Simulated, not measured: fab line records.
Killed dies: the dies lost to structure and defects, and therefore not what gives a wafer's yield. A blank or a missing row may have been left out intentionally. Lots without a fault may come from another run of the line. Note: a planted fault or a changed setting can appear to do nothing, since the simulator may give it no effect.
What tool caused it?    flow sky130    72 wafers sampled from 24 lots at 1 step of a route of 708

## WHAT THE GAUGES SHOWED, per wafer
SKY_METAL1_CD_MEAS_15 targets a cd of 140 nm. Usual: 140.1 nm for cd_nm, sd 1.3.
lot   measured      on         cd_nm (nm)         flag
L074  day 32 17:50  cd_sem-01  141.0 140.8 139.5  
L075  day 32 20:06  cd_sem-01  140.5 139.7 140.8  
L076  day 33 10:24  cd_sem-02  140.6 140.6 140.6  
L077  day 33 11:34  cd_sem-01  138.4 137.8 138.8  
L078  day 33 23:26  cd_sem-02  139.0 138.5 139.4  
L079  day 34 10:24  cd_sem-01  141.4 139.7 141.7  
L080  day 34 17:00  cd_sem-02  142.9 141.8 142.9  
L081  day 34 20:23  cd_sem-02  139.7 139.3 139.2  
L083  day 36 06:38  cd_sem-02  139.2 138.9 139.7  
L082  day 36 07:34  cd_sem-01  141.3 141.5 140.6  
L085  day 36 09:18  cd_sem-01  141.2 141.8 141.5  
L084  day 36 09:56  cd_sem-01  138.0 139.8 138.8  
L086  day 36 14:11  cd_sem-01  141.1 140.2 141.4  
L087  day 36 22:23  cd_sem-01  138.7 138.4 140.1  
L088  day 37 07:59  cd_sem-01  142.7 143.6 142.7  
L089  day 37 18:50  cd_sem-02  140.8 139.7 141.2  
L090  day 37 19:01  cd_sem-01  139.0 139.1 138.1  
L092  day 38 05:03  cd_sem-02  137.3 137.6 138.1  
L091  day 38 06:01  cd_sem-02  139.3 137.4 139.6  
L093  day 38 12:02  cd_sem-01  138.1 139.8 141.3  
L094  day 38 16:33  cd_sem-02  139.0 139.9 139.9  
L095  day 38 23:32  cd_sem-01  139.0 140.8 139.8  
L096  day 39 11:44  cd_sem-02  140.5 140.9 140.3  
L097  day 39 14:15  cd_sem-02  140.8 141.0 141.9  

## WHAT TOOL EACH LOT RAN ON (gives the tool, then ch and the chambers of the sampled wafers, and finally the start)
The record holds no process step before these readings.

## WHAT THE TOOLS THEMSELVES READ (means of the sampled wafers that have a number; where no wafer has one, the mark that the record gives instead)
The record holds no such reading with a usual standard deviation.

## THE ANSWER, worked out from the rows above alone
Rule: a lot is off if the mean of its wafers that have a number lies more than 3 standard deviations from the usual mean. Also off: a lot with no number at a reading for which 4 or more lots have one. The other lots that the step has rows for count as sound. The gauges are gone through in route order, then the tools' own readings, and for those a lot's mean is taken as printed above. At the first step where some lot is off, the reading lying furthest off is the one used; lots without a number count as furthest.
None of the lots is off at any reading shown; this tells nothing.

## WHAT THE SIMULATOR HAD INSERTED
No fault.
